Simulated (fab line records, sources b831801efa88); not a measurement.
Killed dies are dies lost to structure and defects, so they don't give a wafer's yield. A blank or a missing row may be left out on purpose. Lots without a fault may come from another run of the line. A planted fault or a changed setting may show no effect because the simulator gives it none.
fab line records | flow sky130
record lots=24 wafers=72 last_day=50
route steps=708 shown FIELD_ISO@3 SONOS_ONO@173 LDD_N@244 METAL1@434 METAL4@632 PASSIVATION@693
lots that met no fault: from a run of the same line without faults
start_h: hours from the record's first day to the start of the lot's first wafer shown | wait_h: hours since the lot's step before | " the same as in the row above | L1.1+2: a row that stands for several wafers | - no value, or no start given | * or withheld: withheld | < > ~ a bound
route shown NAME@n: a module of which the file shows steps, and the number in the route of the first | usual: mean/standard deviation of fault-free wafers | same: alike in all rows | chamber/n: place in a boat | sites: the reading at each site | _std_site: their standard deviation | _edge_site: outer sites' mean less inner sites' | radius_mm: how far each site lies from the wafer's centre | mask NAME#n: copy n | behind: the tool/chamber that last shaped the wafer | hold: why the lot was held/for how many hours/how that ended | device: the transistor (n, p or np) that didn't switch | end of line: the same wafers' tests at the end of the route | a step without rows: its recipe alone | killed: dies lost to structure and defects at the first sort, not the wafer's yield | map: a wafer's dies, x killed, . not, _ none there
set.NAME: the setting as run; set.NAME@STEP: as run at that earlier step | model.NAME: the simulator's own value behind a step, which no gauge read
steps of the route over a sample of lots; a table a step, a row a wafer
services: from which hour (start_h, from the record's first day; less than 0 if before it) a tool's chamber was out of use, for how many hours, and why
## steps
# step SKY_FIELD_ISO_THK_MEAS_02
# recipe reads=SiO2_of_FIELD_ISO_OXIDATION_01
# usual FIELD_ISO_OXIDATION_00_THK=12.09/0.25
# columns lot.wafer tool chamber start_h wait_h FIELD_ISO_OXIDATION_00_THK[nm]
L074.1 film_metro-01 - 15.14 0.0 12.21
L074.2 " - " " 12.25
L074.5 " - " " 12.17
L075.1 film_metro-04 - 19.07 0.0 12.40
L075.2 " - " " 12.31
L075.4 " - " " 12.16
L076.3 film_metro-01 - 22.10 0.0 11.82
L076.5 " - " " 12.13
L076.6 " - " " 12.08
L077.1 film_metro-01 - 26.79 0.0 12.32
L077.4 " - " " 12.31
L077.5 " - " " 12.01
L078.2 film_metro-01 - 32.09 0.0 11.72
L078.3 " - " " 11.67
L078.5 " - " " 11.76
L079.2 film_metro-01 - 36.64 0.0 12.02
L079.4 " - " " 12.06
L079.6 " - " " 12.00
L080.1 film_metro-03 - 41.63 0.0 12.21
L080.2 " - " " 12.00
L080.4 " - " " 12.02
L081.4 film_metro-04 - 47.48 0.0 12.01
L081.5 " - " " 11.81
L081.6 " - " " 12.10
L082.1 film_metro-03 - 51.89 0.0 11.97
L082.2 " - " " 12.09
L082.6 " - " " 12.02
L083.2 film_metro-03 - 57.21 0.0 12.20
L083.3 " - " " 12.17
L083.5 " - " " 12.02
L084.2 film_metro-03 - 63.09 0.0 12.15
L084.4 " - " " 12.05
L084.6 " - " " 12.19
L085.3 film_metro-04 - 67.68 0.0 12.26
L085.4 " - " " 12.23
L085.6 " - " " 12.10
L086.1 film_metro-03 - 71.63 0.0 11.76
L086.4 " - " " 11.80
L086.5 " - " " 11.97
L087.2 film_metro-04 - 76.74 0.0 12.06
L087.3 " - " " 12.01
L087.5 " - " " 12.02
L088.1 film_metro-03 - 81.63 0.0 11.68
L088.3 " - " " 11.52
L088.4 " - " " 11.65
L089.2 film_metro-04 - 87.67 0.0 12.48
L089.3 " - " " 12.53
L089.4 " - " " 12.66
L090.2 film_metro-01 - 91.89 0.0 12.29
L090.4 " - " " 12.16
L090.6 " - " " 12.28
L091.1 film_metro-03 - 96.63 0.0 11.95
L091.3 " - " " 12.13
L091.4 " - " " 12.01
L092.1 film_metro-01 - 101.63 0.0 11.72
L092.4 " - " " 11.47
L092.5 " - " " 11.90
L093.1 film_metro-04 - 108.86 0.0 12.28
L093.2 " - " " 12.39
L093.4 " - " " 12.22
L094.1 film_metro-04 - 112.95 0.0 12.59
L094.4 " - " " 12.38
L094.5 " - " " 12.59
L095.2 film_metro-01 - 117.39 0.0 12.00
L095.3 " - " " 12.57
L095.4 " - " " 12.34
L096.1 film_metro-03 - 121.66 0.0 12.00
L096.2 " - " " 12.30
L096.4 " - " " 12.11
L097.1 film_metro-03 - 126.75 0.0 11.93
L097.4 " - " " 11.94
L097.6 " - " " 11.77
# step SKY_SONOS_ONO_THK_MEAS_05
# recipe reads=SiO2_of_SONOS_ONO_CVD_04
# usual SONOS_ONO_CVD_04_THK=5.74/0.11
# columns lot.wafer tool chamber start_h wait_h SONOS_ONO_CVD_04_THK[nm]
L074.1 film_metro-01 - 256.89 0.0 5.55
L074.2 " - " " 5.62
L074.5 " - " " 5.46
L075.1 film_metro-03 - 266.12 0.0 5.79
L075.2 " - " " 5.79
L075.4 " - " " 5.67
L076.3 film_metro-03 - 274.48 0.0 5.75
L076.5 " - " " 5.75
L076.6 " - " " 5.73
L077.1 film_metro-04 - 283.33 0.0 5.69
L077.4 " - " " 5.69
L077.5 " - " " 5.65
L078.2 film_metro-01 - 290.45 0.0 5.80
L078.3 " - " " 5.75
L078.5 " - " " 5.83
L079.2 film_metro-03 - 296.04 0.0 5.65
L079.4 " - " " 5.73
L079.6 " - " " 5.64
L080.1 film_metro-01 - 308.62 0.0 5.82
L080.2 " - " " 5.85
L080.4 " - " " 5.78
L081.4 film_metro-03 - 314.94 0.0 5.61
L081.5 " - " " 5.65
L081.6 " - " " 5.74
L082.1 film_metro-03 - 321.20 0.0 5.68
L082.2 " - " " 5.64
L082.6 " - " " 5.55
L083.2 film_metro-01 - 321.21 0.0 5.65
L083.3 " - " " 5.64
L083.5 " - " " 5.66
L084.2 film_metro-01 - 333.97 0.0 5.68
L084.4 " - " " 5.76
L084.6 " - " " 5.69
L085.3 film_metro-03 - 342.78 0.0 5.75
L085.4 " - " " 5.76
L085.6 " - " " 5.74
L086.1 film_metro-03 - 345.46 0.0 5.87
L086.4 " - " " 5.77
L086.5 " - " " 5.90
L087.2 film_metro-04 - 355.35 0.0 5.95
L087.3 " - " " 5.99
L087.5 " - " " 5.89
L088.1 film_metro-03 - 366.61 0.0 5.88
L088.3 " - " " 5.87
L088.4 " - " " 6.04
L089.2 film_metro-03 - 377.56 0.0 5.59
L089.3 " - " " 5.54
L089.4 " - " " 5.60
L091.1 film_metro-01 - 389.03 0.0 5.75
L091.3 " - " " 5.72
L091.4 " - " " 5.71
L090.2 film_metro-03 - 389.04 0.0 5.83
L090.4 " - " " 5.76
L090.6 " - " " 5.85
L092.1 film_metro-04 - 391.87 0.0 5.76
L092.4 " - " " 5.73
L092.5 " - " " 5.67
L093.1 film_metro-01 - 405.84 0.0 5.70
L093.2 " - " " 5.79
L093.4 " - " " 5.77
L094.1 film_metro-01 - 417.72 0.0 5.74
L094.4 " - " " 5.75
L094.5 " - " " 5.77
L095.2 film_metro-03 - 426.55 0.0 5.61
L095.3 " - " " 5.63
L095.4 " - " " 5.53
L096.1 film_metro-01 - 436.07 0.0 5.83
L096.2 " - " " 5.92
L096.4 " - " " 5.72
L097.1 film_metro-03 - 446.70 0.0 5.80
L097.4 " - " " 5.87
L097.6 " - " " 5.77
# step SKY_LDD_N_OVL_MEAS_07
# usual LDD_N_OVL=1.2/1.4
# columns lot.wafer tool chamber start_h wait_h LDD_N_OVL[nm]
L074.1 overlay-02 - 399.29 0.1 0.6
L074.2 " - " " -0.3
L074.5 " - " " 2.9
L075.1 overlay-01 - 412.88 0.1 1.9
L075.2 " - " " 1.6
L075.4 " - " " 0.4
L076.3 overlay-02 - 419.35 0.1 -0.1
L076.5 " - " " 1.1
L076.6 " - " " 0.5
L077.1 overlay-01 - 433.04 0.1 -0.8
L077.4 " - " " -2.3
L077.5 " - " " -1.2
L078.2 overlay-02 - 440.69 0.1 3.0
L078.3 " - " " 4.5
L078.5 " - " " 3.5
L079.2 overlay-02 - 449.34 0.1 -0.3
L079.4 " - " " 2.2
L079.6 " - " " 0.1
L080.1 overlay-02 - 460.64 0.1 2.5
L080.2 " - " " 0.6
L080.4 " - " " -0.1
L081.4 overlay-02 - 469.65 0.1 0.4
L081.5 " - " " 1.8
L081.6 " - " " 0.4
L082.1 overlay-01 - 473.83 0.1 2.6
L082.2 " - " " 1.1
L082.6 " - " " 1.9
L083.2 overlay-02 - 477.98 0.1 1.7
L083.3 " - " " 2.4
L083.5 " - " " 1.5
L084.2 overlay-01 - 492.29 0.1 1.7
L084.4 " - " " 2.3
L084.6 " - " " 2.5
L085.3 overlay-02 - 505.03 0.1 -0.5
L085.4 " - " " 0.6
L085.6 " - " " 1.4
L086.1 overlay-01 - 506.62 0.1 2.3
L086.4 " - " " 2.7
L086.5 " - " " 1.1
L087.2 overlay-02 - 513.98 0.1 1.9
L087.3 " - " " 0.9
L087.5 " - " " 1.0
L088.1 overlay-02 - 529.99 0.1 4.4
L088.3 " - " " 2.9
L088.4 " - " " 1.5
L089.2 overlay-02 - 538.14 0.1 1.4
L089.3 " - " " 0.7
L089.4 " - " " 0.9
L090.2 overlay-02 - 549.39 0.1 1.2
L090.4 " - " " 0.7
L090.6 " - " " 2.6
L091.1 overlay-02 - 550.92 0.1 0.3
L091.3 " - " " 2.1
L091.4 " - " " -0.2
L092.1 overlay-02 - 554.52 0.1 2.8
L092.4 " - " " 1.6
L092.5 " - " " 2.7
L093.1 overlay-02 - 566.77 0.1 3.5
L093.2 " - " " 2.9
L093.4 " - " " 1.0
L094.1 overlay-02 - 577.74 0.1 0.6
L094.4 " - " " 0.8
L094.5 " - " " -0.4
L095.2 overlay-02 - 589.59 0.1 2.3
L095.3 " - " " 2.2
L095.4 " - " " 2.4
L096.1 overlay-02 - 594.13 0.1 1.7
L096.2 " - " " 1.5
L096.4 " - " " 3.9
L097.1 overlay-01 - 607.52 0.1 0.6
L097.4 " - " " -0.1
L097.6 " - " " 0.6
# step SKY_METAL1_SPUTTER_00
# recipe material=Ti target_thk_nm=15 power_w=3000 time_s=10 chamber_pressure_pa=0.4
# usual throttle_valve_pct=30.1/1.2
# columns lot.wafer tool chamber start_h wait_h throttle_valve_pct
L074.1 pvd_sputter-03 - 736.00 0.1 30.6
L074.2 " - " " 29.1
L074.5 " - " " 29.1
L075.1 pvd_sputter-03 - 746.53 0.1 29.1
L075.2 " - " " 31.4
L075.4 " - " " 31.0
L076.3 pvd_sputter-03 - 754.63 0.2 29.0
L076.5 " - " " 29.1
L076.6 " - " " 31.5
L077.1 pvd_sputter-04 - 769.27 0.2 30.9
L077.4 " - " " 30.6
L077.5 " - " " 30.9
L078.2 pvd_sputter-03 - 771.02 0.1 31.0
L078.3 " - " " 31.5
L078.5 " - " " 30.8
L079.2 pvd_sputter-04 - 780.39 0.2 27.2
L079.4 " - " " 30.3
L079.6 " - " " 30.9
L080.1 pvd_sputter-03 - 788.78 0.2 30.9
L080.2 " - " " 30.8
L080.4 " - " " 31.4
L081.4 pvd_sputter-04 - 795.51 0.1 30.4
L081.5 " - " " 31.2
L081.6 " - " " 30.5
L082.1 pvd_sputter-03 - 799.29 0.1 29.2
L082.2 " - " " 30.7
L082.6 " - " " 30.8
L083.2 pvd_sputter-03 - 807.39 0.2 31.6
L083.3 " - " " 30.7
L083.5 " - " " 30.8
L084.2 pvd_sputter-03 - 816.10 0.1 29.2
L084.4 " - " " 30.9
L084.6 " - " " 31.5
L085.3 pvd_sputter-01 - 828.91 0.2 27.8
L085.4 " - " " 29.2
L085.6 " - " " 29.9
L086.1 pvd_sputter-03 - 830.34 0.1 30.7
L086.4 " - " " 29.2
L086.5 " - " " 31.3
L087.2 pvd_sputter-01 - 836.15 0.1 28.4
L087.3 " - " " 27.7
L087.5 " - " " 27.9
L088.1 pvd_sputter-01 - 849.25 0.1 29.4
L088.3 " - " " 28.5
L088.4 " - " " 27.6
L089.2 pvd_sputter-03 - 855.95 0.2 30.9
L089.3 " - " " 30.9
L089.4 " - " " 31.5
L090.2 pvd_sputter-03 - 865.12 0.1 29.2
L090.4 " - " " 31.7
L090.6 " - " " 30.9
L091.1 pvd_sputter-01 - 868.77 0.2 27.6
L091.3 " - " " 29.6
L091.4 " - " " 28.6
L092.1 pvd_sputter-04 - 869.80 0.1 30.9
L092.4 " - " " 30.3
L092.5 " - " " 30.9
L093.1 pvd_sputter-03 - 880.70 0.2 30.8
L093.2 " - " " 31.0
L093.4 " - " " 31.5
L094.1 pvd_sputter-03 - 887.91 0.1 31.4
L094.4 " - " " 29.2
L094.5 " - " " 31.1
L095.2 pvd_sputter-03 - 900.77 0.1 31.4
L095.3 " - " " 29.3
L095.4 " - " " 29.1
L096.1 pvd_sputter-01 - 904.82 0.2 28.7
L096.2 " - " " 29.2
L096.4 " - " " 29.9
L097.1 pvd_sputter-03 - 918.97 0.1 30.9
L097.4 " - " " 31.5
L097.6 " - " " 31.6
# step SKY_METAL4_ETCH_16
# recipe chemistry=N2/H2 target=BARC ion_energy_ev=200 bias_w=100 pressure_mtorr=30 n2_flow_sccm=100 h2_flow_sccm=200 icp_w=500 stop_on=SiO2 time_s=88.2 target_depth_a=600
# usual drypump_motor_current_A=5.8/0.42 h2_flow_sccm=200.1/0.58 oes_product_au=0.625/0.0048 throttle_valve_pct=13.205/0.0082
# columns lot.wafer tool chamber start_h wait_h drypump_motor_current_A h2_flow_sccm oes_product_au rf_hours_counter_h throttle_valve_pct
L074.1 rie_metal-02 1 978.18 0.0 6.5 199.5 0.618 1 13.211
L074.2 " 0 " " 5.8 200.3 0.630 8 13.206
L074.5 " 0 " " 5.8 199.5 0.622 - 13.213
L075.1 rie_metal-02 1 987.33 0.0 6.6 200.4 0.626 2 13.203
L075.2 " 0 " " 5.8 200.1 0.625 8 13.214
L075.4 " 0 " " 5.8 199.5 0.617 - 13.196
L076.3 rie_metal-04 0 995.61 0.0 5.8 198.9 0.633 - 13.224
L076.5 " 1 " " 5.4 200.2 0.629 - 13.218
L076.6 " 0 " " 5.8 199.0 0.623 - 13.210
L077.1 rie_metal-03 0 1006.36 0.0 5.8 199.1 0.618 9 13.209
L077.4 " 0 " " 5.8 201.2 0.625 - 13.205
L077.5 " 0 " " 5.8 198.9 0.620 - 13.200
L078.2 rie_metal-04 1 1006.71 0.0 5.4 200.2 0.622 8 13.202
L078.3 " 0 " " 5.8 199.9 0.629 - 13.206
L078.5 " 0 " " 5.8 199.8 0.628 - 13.191
L079.2 rie_metal-02 1 1017.08 0.0 6.5 200.6 0.628 4 13.227
L079.4 " 1 " " 6.6 200.3 0.619 - 13.217
L079.6 " 1 " " 6.6 200.9 0.619 - 13.202
L080.1 rie_metal-04 1 1026.12 0.0 5.4 199.5 0.626 9 13.197
L080.2 " 0 " " 5.8 200.3 0.628 6 13.211
L080.4 " 1 " " 5.4 200.3 0.622 - 13.215
L081.4 rie_metal-02 1 1030.07 0.1 6.6 200.1 0.627 - 13.215
L081.5 " 0 " " 5.8 200.7 0.633 - 13.197
L081.6 " 1 " " 6.5 199.9 0.625 - 13.207
L082.1 rie_metal-04 1 1031.72 0.0 5.4 200.6 0.624 10 13.212
L082.2 " 0 " " 5.8 199.5 0.624 7 13.210
L082.6 " 0 " " 5.8 201.3 0.629 - 13.205
L083.2 rie_metal-02 0 1042.07 0.0 5.8 200.9 0.614 12 13.217
L083.3 " 1 " " 6.5 200.8 0.630 - 13.208
L083.5 " 1 " " 6.5 200.0 0.619 - 13.195
L084.2 rie_metal-04 1 1049.46 0.0 5.4 200.3 0.628 11 13.210
L084.4 " 1 " " 5.4 200.5 0.623 - 13.193
L084.6 " 0 " " 5.8 201.2 0.630 - 13.205
L085.3 rie_metal-04 0 1059.00 0.0 5.8 198.8 0.631 - 13.215
L085.4 " 1 " " 5.4 201.0 0.621 - 13.199
L085.6 " 0 " " 5.8 198.7 0.618 - 13.216
L086.1 rie_metal-03 0 1061.09 0.1 5.8 199.8 0.627 13 13.204
L086.4 " 0 " " 5.7 199.6 0.628 - 13.219
L086.5 " 0 " " 5.8 199.7 0.627 - 13.193
L087.2 rie_metal-02 1 1064.72 0.0 6.6 200.6 0.628 7 13.191
L087.3 " 1 " " 6.6 200.4 0.629 - 13.188
L087.5 " 0 " " 5.8 199.5 0.624 - 13.207
L088.1 rie_metal-03 1 1077.22 0.0 5.1 200.2 0.624 1 13.206
L088.3 " 0 " " 5.8 200.6 0.623 - 13.205
L088.4 " 1 " " 5.1 200.5 0.614 - 13.200
L089.2 rie_metal-04 1 1079.97 0.0 5.3 200.4 0.627 13 13.210
L089.3 " 1 " " 5.3 200.7 0.629 - 13.201
L089.4 " 0 " " 5.8 199.2 0.615 - 13.198
L090.2 rie_metal-04 0 1089.21 0.0 5.8 199.5 0.627 10 13.189
L090.4 " 0 " " 5.8 200.2 0.614 - 13.200
L090.6 " 0 " " 5.8 199.7 0.625 - 13.207
L091.1 rie_metal-02 0 1093.42 0.0 5.8 200.4 0.621 15 13.193
L091.3 " 1 " " 6.5 200.3 0.633 - 13.194
L091.4 " 0 " " 5.8 200.7 0.626 - 13.205
L092.1 rie_metal-04 1 1093.88 0.0 5.4 199.8 0.621 14 13.206
L092.4 " 1 " " 5.4 200.4 0.625 - 13.205
L092.5 " 0 " " 5.8 200.9 0.631 - 13.213
L093.1 rie_metal-02 0 1101.91 0.0 5.8 200.2 0.626 16 13.199
L093.2 " 1 " " 6.5 200.4 0.626 10 13.205
L093.4 " 0 " " 5.8 199.7 0.629 - 13.200
L094.1 rie_metal-04 0 1107.68 0.0 5.8 200.4 0.625 11 13.220
L094.4 " 0 " " 5.8 199.9 0.635 - 13.204
L094.5 " 0 " " 5.8 200.0 0.626 - 13.206
L095.2 rie_metal-02 0 1118.22 0.0 5.8 200.2 0.624 17 13.206
L095.3 " 0 " " 5.8 199.6 0.624 - 13.207
L095.4 " 1 " " 6.6 200.0 0.623 - 13.210
L096.1 rie_metal-04 0 1119.88 0.0 5.8 198.9 0.623 12 13.214
L096.2 " 1 " " 5.4 199.6 0.630 15 13.197
L096.4 " 0 " " 5.8 200.2 0.628 - 13.200
L097.1 rie_metal-03 1 1132.02 0.0 5.1 200.2 0.620 5 13.192
L097.4 " 0 " " 5.8 200.2 0.628 - 13.212
L097.6 " 1 " " 5.1 199.7 0.634 - 13.211
# step SKY_PASSIVATION_STRIP_12
# recipe chemistry=O2/N2 power_w=1400 pressure_mtorr=1500 platen_temp_c=withheld overash_fraction=0.7 o2_flow_sccm=3000 n2_flow_sccm=300
# usual drypump_motor_current_A=5.9/0.46 oes_product_au=0.660/0.0048 strip_time_to_endpoint_s=31.58/0.15
# same overash_fraction=0.7
# columns lot.wafer tool chamber start_h wait_h drypump_motor_current_A oes_product_au rf_hours_counter_h strip_time_to_endpoint_s
L074.1 plasma_asher-04 0 1052.20 0.1 5.6 0.653 63 31.70
L074.2 " 1 " " 5.9 0.667 63 31.63
L074.5 " 1 " " 5.9 0.662 - 31.69
L075.1 plasma_asher-04 0 1060.14 0.1 5.6 0.653 64 31.54
L075.2 " 1 " " 5.9 0.657 64 31.36
L075.4 " 1 " " 5.9 0.668 - 31.47
L076.3 plasma_asher-03 1 1068.21 0.1 5.8 0.659 - 31.48
L076.5 " 0 " " 6.2 0.664 - 31.78
L076.6 " 1 " " 5.8 0.650 - 31.55
L078.2 plasma_asher-04 0 1079.15 0.1 5.6 0.660 66 31.66
L078.3 " 0 " " 5.5 0.666 - 31.71
L078.5 " 1 " " 5.9 0.659 - 31.67
L077.1 plasma_asher-02 1 1079.50 0.1 5.1 0.665 1 31.47
L077.4 " 1 " " 5.1 0.660 - 31.42
L077.5 " 0 " " 6.6 0.659 - 31.41
L079.2 plasma_asher-03 0 1087.04 0.1 6.2 0.663 95 31.60
L079.4 " 0 " " 6.2 0.647 - 31.73
L079.6 " 0 " " 6.2 0.658 - 31.64
L080.1 plasma_asher-03 0 1096.47 0.1 6.2 0.659 96 31.75
L080.2 " 1 " " 5.8 0.654 96 31.57
L080.4 " 1 " " 5.8 0.652 - 31.42
L081.4 plasma_asher-03 0 1099.11 0.1 6.2 0.663 - 31.59
L081.5 " 0 " " 6.2 0.655 - 31.55
L081.6 " 1 " " 5.8 0.661 - 31.59
L082.1 plasma_asher-04 1 1102.35 0.1 5.9 0.655 68 31.66
L082.2 " 0 " " 5.6 0.663 68 31.55
L082.6 " 1 " " 5.9 0.663 - 31.70
L083.2 plasma_asher-02 0 1108.75 0.1 6.6 0.661 4 31.77
L083.3 " 0 " " 6.6 0.666 - 31.48
L083.5 " 0 " " 6.6 0.658 - 31.32
L084.2 plasma_asher-03 0 1116.64 0.1 6.1 0.655 98 31.77
L084.4 " 1 " " 5.8 0.660 - 31.68
L084.6 " 1 " " 5.8 0.656 - 31.36
L085.3 plasma_asher-03 1 1124.12 0.1 5.8 0.657 - 31.52
L085.4 " 0 " " 6.2 0.658 - 31.76
L085.6 " 1 " " 5.8 0.658 - 31.38
L086.1 plasma_asher-04 0 1126.42 0.1 5.6 0.662 70 31.66
L086.4 " 1 " " 5.9 0.657 - 31.64
L086.5 " 0 " " 5.6 0.660 - 31.88
L087.2 plasma_asher-03 1 1129.70 0.1 5.7 0.661 99 31.80
L087.3 " 1 " " 5.7 0.662 - 31.78
L087.5 " 0 " " 6.2 0.660 - 31.76
L088.1 plasma_asher-02 1 1141.55 0.1 5.1 0.661 7 31.44
L088.3 " 0 " " 6.6 0.661 - 31.50
L088.4 " 1 " " 5.1 0.663 - 31.40
L089.2 plasma_asher-04 1 1143.34 0.1 5.9 0.658 72 31.33
L089.3 " 0 " " 5.6 0.670 - 31.35
L089.4 " 1 " " 5.9 0.662 - 31.38
L090.2 plasma_asher-02 1 1150.09 0.1 5.1 0.651 7 31.73
L090.4 " 1 " " 5.1 0.663 - 31.44
L090.6 " 1 " " 5.1 0.663 - 31.50
L091.1 plasma_asher-03 1 1156.17 0.1 5.8 0.671 102 31.71
L091.3 " 1 " " 5.8 0.658 - 31.78
L091.4 " 0 " " 6.2 0.670 - 31.61
L092.1 plasma_asher-02 0 1156.65 0.1 6.6 0.651 8 31.51
L092.4 " 1 " " 5.1 0.664 - 31.71
L092.5 " 0 " " 6.6 0.660 - 31.66
L093.1 plasma_asher-02 0 1163.04 0.1 6.7 0.656 9 31.31
L093.2 " 1 " " 5.1 0.659 9 31.51
L093.4 " 1 " " 5.1 0.658 - 31.49
L094.1 plasma_asher-04 0 1167.47 0.1 5.6 0.656 74 31.71
L094.4 " 1 " " 6.0 0.664 - 31.56
L094.5 " 1 " " 5.9 0.656 - 31.63
L095.2 plasma_asher-03 0 1177.24 0.1 6.2 0.660 104 31.54
L095.3 " 0 " " 6.2 0.663 - 31.23
L095.4 " 1 " " 5.8 0.655 - 31.51
L096.1 plasma_asher-03 1 1178.24 0.1 5.7 0.663 104 31.52
L096.2 " 0 " " 6.2 0.662 104 31.40
L096.4 " 1 " " 5.8 0.670 - 31.69
L097.1 plasma_asher-02 0 1187.99 0.1 6.6 0.665 11 31.58
L097.4 " 1 " " 5.1 0.663 - 31.45
L097.6 " 0 " " 6.6 0.661 - 31.66
## services
# columns tool chamber start_h hours kind
plasma_asher-03 - 753.02 3.6 repair
plasma_asher-02 - 772.49 0.9 repair
plasma_asher-04 - 775.43 4.1 repair
rie_metal-04 1 776.72 88.2 repair
pvd_sputter-01 - 778.26 2.4 repair
rie_metal-02 - 785.29 1.4 pm
rie_metal-02 - 788.63 0.6 repair
rie_metal-04 - 904.11 0.2 repair
rie_metal-04 - 928.18 2.5 repair
pvd_sputter-01 - 964.88 5.1 repair
pvd_sputter-01 - 975.40 0.6 repair
rie_metal-04 - 980.25 7.6 repair
plasma_asher-02 - 984.57 0.7 repair
pvd_sputter-01 - 992.24 2.5 repair
rie_metal-02 - 1019.13 0.2 repair
plasma_asher-03 - 1031.97 15.8 pm
plasma_asher-04 - 1039.48 3.6 repair
plasma_asher-02 - 1046.20 15.6 pm
rie_metal-04 - 1059.47 2.4 repair
plasma_asher-02 - 1061.80 9.0 pm
plasma_asher-02 - 1116.94 0.7 repair
plasma_asher-02 - 1119.74 1.2 repair
rie_metal-02 - 1154.80 0.3 repair
plasma_asher-03 - 1178.83 1.7 repair
## key
fault none
